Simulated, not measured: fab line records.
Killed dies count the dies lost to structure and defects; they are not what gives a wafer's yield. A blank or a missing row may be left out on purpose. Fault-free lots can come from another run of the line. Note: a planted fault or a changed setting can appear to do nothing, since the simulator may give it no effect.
A lot that was struck, set against a sound lot -- flow sky130 -- 14 out of 708 route steps
Sound: wafers L916.2, L916.3, L916.5. Wafers struck: L926.1, L926.5, L926.6. The cause is given at the end.
At each step with rows: each side's tool, then ch and its chambers, then its first start. Under that, the readings that differ: sound wafers -- struck wafers -- difference of the means -- sigmas: that difference in standard deviations of wafers without a fault.
alike: same words and numbers on both sides, and readings whose means sit less than 2 such deviations apart. not compared: any withheld reading, any reading some wafer has no value for, any bound like >300 that may hide the same value, and any number with overlapping values for which the record gives no deviation.
Wherever a step has rows on one side only, a row that says differs or no value, or a row with sigmas, the two part there. Numbers that have no deviation but don't overlap get no sigmas and don't part them. A reading missing from all wafers of one side parts the sides only when that side holds two or more wafers.

first, 6 steps without rows for these wafers: SKY_RES_XHIGH_COAT_02 (resist thk 1140 nm); SKY_RES_XHIGH_SOFTBAKE_03 (time 60 s); SKY_RES_XHIGH_EXPOSE_04 (exposes mask URPM, target cd 1270 nm); SKY_RES_XHIGH_PEB_05; SKY_RES_XHIGH_DEVELOP_06 (develop time 60 s); SKY_RES_XHIGH_IMPLANT_07.
SKY_RES_XHIGH_STRIP_08: strips in O2/N2.
  sound on plasma asher-01 ch 0,1, day 29 01:19; struck on plasma asher-02 ch 0,1, day 32 04:37
  alike: drypump motor current A, oes product au, strip time to endpoint s
  not compared: rf hours counter h
SKY_RES_XHIGH_TW_MEAS_09:
  struck on film metro-03, day 32 04:43; sound on film metro-01, day 29 01:25
  alike: RES_XHIGH_TW
then, 4 steps without rows for these wafers: SKY_SD_N_DEHYDRATE_00 (time 60 s); SKY_SD_N_HMDS_01 (prime time 60 s); SKY_SD_N_COAT_02 (resist thk 1140 nm); SKY_SD_N_SOFTBAKE_03 (time 60 s).
SKY_SD_N_EXPOSE_04: exposes mask NSDM, target cd 380 nm.
  struck on iline stepper-02, day 32 18:13; sound on iline stepper-01 ch 0, day 29 15:31
  no value came back on the struck wafers for exposure dose mJ cm2, focus offset nm (nm), sigma outer; on the sound wafers exposure dose mJ cm2 reads 140.56 140.27 140.62
  alike: mask
following that, these wafers have no rows for 1 step: SKY_SD_N_PEB_05.

== WHERE THEY PART ==
Only at SKY_SD_N_EXPOSE_04, as far as this record shows.

WHY: whatever the simulator had introduced
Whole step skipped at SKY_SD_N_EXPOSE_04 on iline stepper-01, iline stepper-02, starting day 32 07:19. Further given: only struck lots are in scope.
